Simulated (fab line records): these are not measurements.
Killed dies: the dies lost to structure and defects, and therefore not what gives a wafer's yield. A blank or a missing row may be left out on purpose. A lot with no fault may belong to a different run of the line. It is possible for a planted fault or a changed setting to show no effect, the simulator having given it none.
A lot that was struck, set against a sound lot -- flow sky130 -- 26 out of 708 route steps
Sound: the wafers L874.1, L874.2, L874.3. Struck: wafers L866.1, L866.2, L866.6. At the end, the cause is stated.
Per side, at each step with rows, come the tool, then ch with its chambers, and then its first start. Under that, the readings that differ: sound wafers -- struck wafers -- difference of the means -- sigmas: that difference in standard deviations of wafers without a fault.
alike: same words and numbers on both sides, and readings whose means sit less than 2 such deviations apart. not compared: any withheld reading, any reading some wafer has no value for, any bound like >300 that may hide the same value, and any number with overlapping values for which the record gives no deviation.
Wherever a step has rows on one side only, a row that says differs or no value, or a row with sigmas, the two part there. When numbers do not overlap yet have no deviation, they are printed without sigmas and do not part them. A reading that every wafer of one side lacks parts them only if that side has two wafers or more.

first, 9 steps without rows for these wafers: SKY_LI_CONTACT_ETCH_14 (etches BARC in N2/H2, stops on SiO2, time 45.9 s, target depth 60 nm); SKY_LI_CONTACT_ETCH_15 (etches PSG in C4F8/O2/Ar, stops on Si, target depth 600 nm); SKY_LI_CONTACT_STRIP_16 (strips in O2/N2); SKY_LI_CONTACT_CLEAN_17 (cleans in NMP, time 600 s); SKY_LI_CONTACT_PRE_CLEAN_18 (time 5.6 s); SKY_LI_CONTACT_SPUTTER_19 (material Ti, target thk 20 nm, time 106.37 s); SKY_LI_CONTACT_SPUTTER_20 (material TiN, target thk 20 nm, time 80 s); SKY_LI_CONTACT_CVD_21 (deposits W, target thk 400 nm, time 120.56 s); SKY_LI_CONTACT_CMP_24 (polishes, stops on PSG, t overpolish 20 s, target thk 0 nm).
SKY_LOCAL_INTERCONNECT_SPUTTER_00: material TiN, target thk 100 nm, time 83.3 s.
  struck on pvd sputter-02, day 31 20:35; sound on pvd sputter-02, day 35 04:37
reading,sound,struck,difference,sigmas
model.TiN_of_LOCAL_INTERCONNECT_SPUTTER_00.thk nm (nm),99.34 98.26 98.53,103 102.8 103,+4,
  alike: chamber pressure pa, substrate temp c, susceptor temp C, throttle valve pct
SKY_LOCAL_INTERCONNECT_RS_MEAS_01: a four-point-probe measurement.
  struck on film metro-04, day 31 20:39; sound on film metro-04, day 35 04:40
reading,sound,struck,difference,sigmas
LOCAL_INTERCONNECT_TIN_RS (ohm/sq),14.21 14.43 14.37,13.70 13.73 13.71,-0.62,-5
SKY_LOCAL_INTERCONNECT_THK_MEAS_02: measures by xrf.
  struck on film metro-04, day 31 20:46; sound on film metro-04, day 35 04:47
reading,sound,struck,difference,sigmas
LOCAL_INTERCONNECT_TIN_THK (nm),98.8 98.1 97.8,102.4 102.9 102.5,+4.4,+4
then, 9 steps without rows for these wafers: SKY_LOCAL_INTERCONNECT_DEHYDRATE_03 (time 60 s); SKY_LOCAL_INTERCONNECT_HMDS_04 (prime time 60 s); SKY_LOCAL_INTERCONNECT_COAT_05 (resist thk 60 nm); SKY_LOCAL_INTERCONNECT_COAT_06 (resist thk 450 nm); SKY_LOCAL_INTERCONNECT_SOFTBAKE_07 (time 90 s); SKY_LOCAL_INTERCONNECT_EXPOSE_08 (exposes mask LI1M, target cd 170 nm); SKY_LOCAL_INTERCONNECT_PEB_09; SKY_LOCAL_INTERCONNECT_DEVELOP_10 (develop time 60 s); SKY_LOCAL_INTERCONNECT_ETCH_13 (etches BARC in N2/H2, stops on SiO2, time 45.9 s, target depth 60 nm).
SKY_LOCAL_INTERCONNECT_METAL_ETCH_14: etches TiN in Cl2/BCl3, stops on PSG, target depth 110 nm, time 31.4 s.
  sound on rie metal-02 ch 0,1, day 36 07:55; struck on rie metal-03 ch 0,1, day 33 01:12
reading,sound,struck,difference,sigmas
oes product au (a.u.),0.933 0.927 0.926,0.958 0.952 0.962,+0.029,+4
model.etch.depth nm (nm),99.34 98.26 98.53,103 102.8 103,+4,
model.LOCAL_INTERCONNECT.feature depth nm (nm),99.34 98.26 98.53,103 102.8 103,+4,
  alike: chamber pressure mTorr, drypump motor current A, throttle valve pct
  not compared: rf hours counter h
then, 1 step without rows for these wafers: SKY_LOCAL_INTERCONNECT_STRIP_15 (strips in O2/N2).
SKY_LOCAL_INTERCONNECT_STRIP_16: strips in post etch residue remover, time 1200 s.
  sound on wet bench-04 ch 1, day 36 08:04; struck on wet bench-04 ch 1, day 33 01:21
reading,sound,struck,difference,sigmas
model.TiN_of_LOCAL_INTERCONNECT_SPUTTER_00.thk nm (nm),98.93 97.85 98.12,102.6 102.4 102.5,+4.2,
  alike: temp c
then, 1 step without rows for these wafers: SKY_LOCAL_INTERCONNECT_CLEAN_17 (cleans in IPA, time 180 s).
-- here the record skips 15 days between the struck wafers' starts before and after, leaving off in module LOCAL_INTERCONNECT and picking up in module PAD_OPEN (first step shown: number 708 of the route) --
SKY_PAD_OPEN_PROBE_99:
  struck on prober-02, day 47 20:01; sound on prober-01, day 50 02:59
reading,sound,struck,difference,sigmas
killed at front end,12 17 8,23 24 27,+12,+3
killed dies,70 68 81,95 92 102,+23,+2
killed open,38 32 44,55 53 55,+16,+2
model.etest.res li.line ohm um,75.35 77.24 76.73,72.65 72.86 72.91,-3.63,
model.etest.res li.rs ohm sq,12.83 12.94 12.96,12.39 12.45 12.38,-0.50,
  alike: killed_at_M0_to_M3, killed_at_M4_up, killed at contacts, killed at other, killed short

## WHERE THEY PART
At SKY_LOCAL_INTERCONNECT_RS_MEAS_01 first; at SKY_PAD_OPEN_PROBE_99 last (within this record only).

WHY: what had been put in by the simulator
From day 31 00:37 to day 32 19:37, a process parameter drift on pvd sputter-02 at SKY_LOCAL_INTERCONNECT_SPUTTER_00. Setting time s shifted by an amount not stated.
